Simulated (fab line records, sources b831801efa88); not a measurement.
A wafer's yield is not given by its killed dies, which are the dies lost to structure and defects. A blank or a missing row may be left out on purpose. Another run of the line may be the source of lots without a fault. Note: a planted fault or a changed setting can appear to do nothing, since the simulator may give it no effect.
Which tool is to blame?    flow gf180mcu    9 lots, 27 wafers sampled, at 5 steps of a route of 602

== WHAT THE GAUGES SHOWED, per wafer ==
GF_MVPSD_OVL_MEAS_07. Usual: MVPSD_OVL 0.1 nm, standard deviation 1.5.
lot   measured     on          MVPSD_OVL (nm)  flag
L440  day 4 23:49  overlay-01  0.6 0.9 1.3     
L441  day 5 04:10  overlay-02  -0.2 1.9 1.1    
L442  day 5 11:22  overlay-01  -2.5 -2.9 -3.1  
L443  day 5 16:10  overlay-02  1.9 1.8 1.2     
L446  day 6 11:33  overlay-02  -0.2 0.3 0.7    
L448  day 7 05:28  overlay-02  1.3 1.3 1.2     
L450  day 7 16:01  overlay-02  2.7 1.4 1.8     
L451  day 7 20:10  overlay-02  1.2 0.0 0.0     
L452  day 8 01:04  overlay-02  -0.5 1.5 0.5    

GF_VT_IMPLANT_TW_MEAS_10. Usual: VT_IMPLANT_TW 566, standard deviation 5.3.
lot   measured     on             VT_IMPLANT_TW  flag
L440  day 5 14:32  film_metro-02  573 571 570    
L441  day 5 18:25  film_metro-02  572 573 576    
L442  day 6 02:19  film_metro-02  572 573 572    
L443  day 6 07:17  film_metro-03  560 559 559    
L446  day 7 03:10  film_metro-03  563 560 564    
L448  day 7 21:47  film_metro-03  559 560 561    
L450  day 8 08:55  film_metro-03  560 560 561    
L451  day 8 12:52  film_metro-02  371 370 373    OFF
L452  day 8 17:02  film_metro-04  367 367 364    OFF

== TOOL THAT RAN EACH LOT (tool first, then ch and the chambers of the sampled wafers, then the start) ==
lot   GF_NWELL_STRIP_10                    GF_VT_IMPLANT_IMPLANT_08        GF_VT_IMPLANT_STRIP_09
L440  plasma_asher-01 ch 0,1, day 3 07:11  implanter-01 ch 0, day 5 14:17  plasma_asher-04 ch 0,1, day 5 14:26
L441  plasma_asher-04 ch 0,1, day 3 11:53  implanter-04 ch 0, day 5 18:10  plasma_asher-01 ch 0,1, day 5 18:19
L442  plasma_asher-03 ch 0,1, day 3 17:38  implanter-04 ch 0, day 6 02:04  plasma_asher-03 ch 0,1, day 6 02:13
L443  plasma_asher-03 ch 0,1, day 3 22:13  implanter-02 ch 0, day 6 07:04  plasma_asher-03 ch 0,1, day 6 07:11
L446  plasma_asher-01 ch 0,1, day 4 15:43  implanter-01 ch 0, day 7 02:55  plasma_asher-01 ch 0,1, day 7 03:04
L448  plasma_asher-01 ch 0,1, day 5 08:16  implanter-04 ch 0, day 7 21:34  plasma_asher-04 ch 0,1, day 7 21:41
L450  plasma_asher-01 ch 0,1, day 5 17:17  implanter-01 ch 0, day 8 08:40  plasma_asher-01 ch 0,1, day 8 08:49
L451  plasma_asher-04 ch 0,1, day 5 21:05  implanter-01 ch 0, day 8 12:37  plasma_asher-04 ch 0,1, day 8 12:46
L452  plasma_asher-01 ch 0,1, day 6 02:04  implanter-04 ch 0, day 8 16:47  plasma_asher-03 ch 0,1, day 8 16:56
- GF_NWELL_STRIP_10: strips in O2/N2.
- GF_VT_IMPLANT_IMPLANT_08
- GF_VT_IMPLANT_STRIP_09: strips in O2/N2.

== AS READ BY THE TOOLS THEMSELVES (means over the sampled wafers that have a number; for cases with no such wafer, the mark the record gives instead) ==
GF_NWELL_STRIP_10. Usual: drypump_motor_current_A 5.2 A, standard deviation 0.49; heater_power_w 299 W, standard deviation 32; o2_flow_sccm 3002 sccm, standard deviation 7.5; oes_product_au 0.722 a.u., standard deviation 0.0041; strip_time_to_endpoint_s 36.96 s, standard deviation 0.088.
lot   tool             drypump_motor_current_A (A)  heater_power_w (W)  o2_flow_sccm (sccm)  oes_product_au (a.u.)  strip_time_to_endpoint_s (s)  flag
L440  plasma_asher-01  5.3                          274                 2997                 0.723                  36.94                         
L441  plasma_asher-04  5.1                          331                 2997                 0.723                  37.05                         
L442  plasma_asher-03  5.6                          331                 2997                 0.721                  37.03                         
L443  plasma_asher-03  5.6                          331                 2998                 0.719                  37.00                         
L446  plasma_asher-01  5.1                          269                 3010                 0.724                  36.96                         
L448  plasma_asher-01  5.3                          272                 3000                 0.722                  37.04                         
L450  plasma_asher-01  5.1                          269                 3000                 0.722                  36.84                         
L451  plasma_asher-04  5.1                          326                 2998                 0.726                  36.95                         
L452  plasma_asher-01  5.1                          274                 2994                 0.720                  36.88                         

GF_VT_IMPLANT_STRIP_09. Usual: drypump_motor_current_A 5.2 A, standard deviation 0.48; heater_power_w 305 W, standard deviation 35; o2_flow_sccm 3000 sccm, standard deviation 9.3; oes_product_au 0.716 a.u., standard deviation 0.0046; strip_time_to_endpoint_s 12.64 s, standard deviation 0.037.
lot   tool             drypump_motor_current_A (A)  heater_power_w (W)  o2_flow_sccm (sccm)  oes_product_au (a.u.)  strip_time_to_endpoint_s (s)  flag
L440  plasma_asher-04  5.1                          329                 2989                 0.716                  12.63                         
L441  plasma_asher-01  5.3                          273                 2996                 0.720                  12.60                         
L442  plasma_asher-03  5.6                          332                 3001                 0.714                  12.64                         
L443  plasma_asher-03  5.6                          335                 3013                 0.717                  12.69                         
L446  plasma_asher-01  5.1                          276                 2999                 0.717                  12.61                         
L448  plasma_asher-04  4.9                          304                 3001                 0.715                  12.66                         
L450  plasma_asher-01  5.1                          272                 2994                 0.711                  12.65                         
L451  plasma_asher-04  5.1                          332                 3002                 0.716                  12.66                         
L452  plasma_asher-03  5.6                          330                 3001                 0.712                  12.64                         

== THE ANSWER, worked out from the rows above alone ==
Rule: a lot counts as off when the mean over its wafers that have a number is more than 3 standard deviations away from the usual mean. A lot without any number at a reading at which 4 lots or more have one is off too. All remaining lots with rows at the step are treated as sound. Order of review: gauges by route order, followed by the tools' own readings, for which a lot's mean as printed above is used. The first step at which some lot is off is used, and at that step the reading that is off furthest; a lot without a number counts as furthest.
Off: L451, L452, seen at GF_VT_IMPLANT_TW_MEAS_10 (VT_IMPLANT_TW).
If a tool, at a process step before that reading, ran all the lots that are off and no sound lot after the first of them, it fits. Gauges at GF_VT_IMPLANT_TW_MEAS_10: tried the same way as those tools. Not one of the candidates tried fits.

== WHAT WAS PUT IN BY THE SIMULATOR ==
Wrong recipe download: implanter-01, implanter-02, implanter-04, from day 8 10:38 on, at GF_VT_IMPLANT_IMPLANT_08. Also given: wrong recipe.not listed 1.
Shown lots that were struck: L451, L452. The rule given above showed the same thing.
